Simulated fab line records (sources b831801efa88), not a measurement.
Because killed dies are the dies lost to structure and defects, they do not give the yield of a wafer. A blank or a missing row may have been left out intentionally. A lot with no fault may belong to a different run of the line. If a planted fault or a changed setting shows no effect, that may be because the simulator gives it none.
Comparing a struck lot with a sound one | flow gf180mcu | 14 steps out of a route of 602
Sound: wafers L780.2, L780.3, L780.6. Wafers L776.1, L776.2, L776.3 were the ones struck. The cause is given at the end.
Each step with rows lists, per side, the tool, then ch with its chambers, then its first start. Under that, the readings that differ: sound wafers | struck wafers | difference of the means | sigmas: that difference in standard deviations of wafers without a fault.
alike: a reading whose means differ by less than 2 such deviations, as well as words and numbers matching on both sides. not compared: withheld readings; readings where some wafer has no value; bounds like >300 that might hide an equal value; numbers whose values overlap and for which the record gives no deviation.
The two part at a step that has a row with sigmas, a row that says differs or no value, or rows on one side only. Non-overlapping numbers with no deviation appear without sigmas and do not part them. A reading missing from all wafers of one side parts the sides only when that side holds two or more wafers.

first, 4 steps without rows for these wafers: GF_VT_IMPLANT_SOFTBAKE_25 (time 60 s); GF_VT_IMPLANT_EXPOSE_26 (exposes mask LVPWELL HV AREA, target cd 860 nm); GF_VT_IMPLANT_PEB_27; GF_VT_IMPLANT_DEVELOP_28 (develop time 60 s).
GF_VT_IMPLANT_OVL_MEAS_29:
  sound: overlay-01 at day 12 20:06; struck: overlay-02 at day 11 19:40
  alike: VT_IMPLANT_02_OVL
following that, these wafers have no rows for 1 step: GF_VT_IMPLANT_IMPLANT_30.
GF_VT_IMPLANT_STRIP_31: strips in O2/N2.
  sound on plasmaAsher-01 ch 0,1, day 12 20:17; struck on plasmaAsher-02 ch 0,1, day 11 19:52
  alike: drypumpMotorCurrentA, heaterPowerW, o2FlowSccm, oesProductAu, stripTimeToEndpointS
  not compared: rfHoursCounterH
GF_VT_IMPLANT_TW_MEAS_32:
  sound: filmMetro-03 at day 12 20:23; struck: filmMetro-01 at day 11 19:58
  alike: VT_IMPLANT_3_TW
then, 4 steps without rows for these wafers: GF_VT_IMPLANT_DEHYDRATE_33 (time 60 s); GF_VT_IMPLANT_HMDS_34 (prime time 60 s); GF_VT_IMPLANT_COAT_35 (resist thk 1000 nm); GF_VT_IMPLANT_SOFTBAKE_36 (time 60 s).
GF_VT_IMPLANT_EXPOSE_37: exposes mask Nwell HV AREA, target cd 860 nm.
  sound on ilineStepper-01 ch 0, day 13 06:32; struck on ilineStepper-01, day 12 05:02
  no value came back on the struck wafers for exposureDoseMJCm2, focusOffsetNm (nm); on the sound wafers exposureDoseMJCm2 reads 140.02 140.25 139.99
reading                          | sound                | struck               | difference | sigmas
model.VT_IMPLANT.overlayXNm (nm) | 0.5334 0.5334 0.5334 | -2.309 -2.309 -2.309 | -2.842     | 
  alike: mask
following that, these wafers have no rows for 1 step: GF_VT_IMPLANT_PEB_38.

WHERE THEY PART
Within this record, at GF_VT_IMPLANT_EXPOSE_37 only.

WHY: what the simulator had put in
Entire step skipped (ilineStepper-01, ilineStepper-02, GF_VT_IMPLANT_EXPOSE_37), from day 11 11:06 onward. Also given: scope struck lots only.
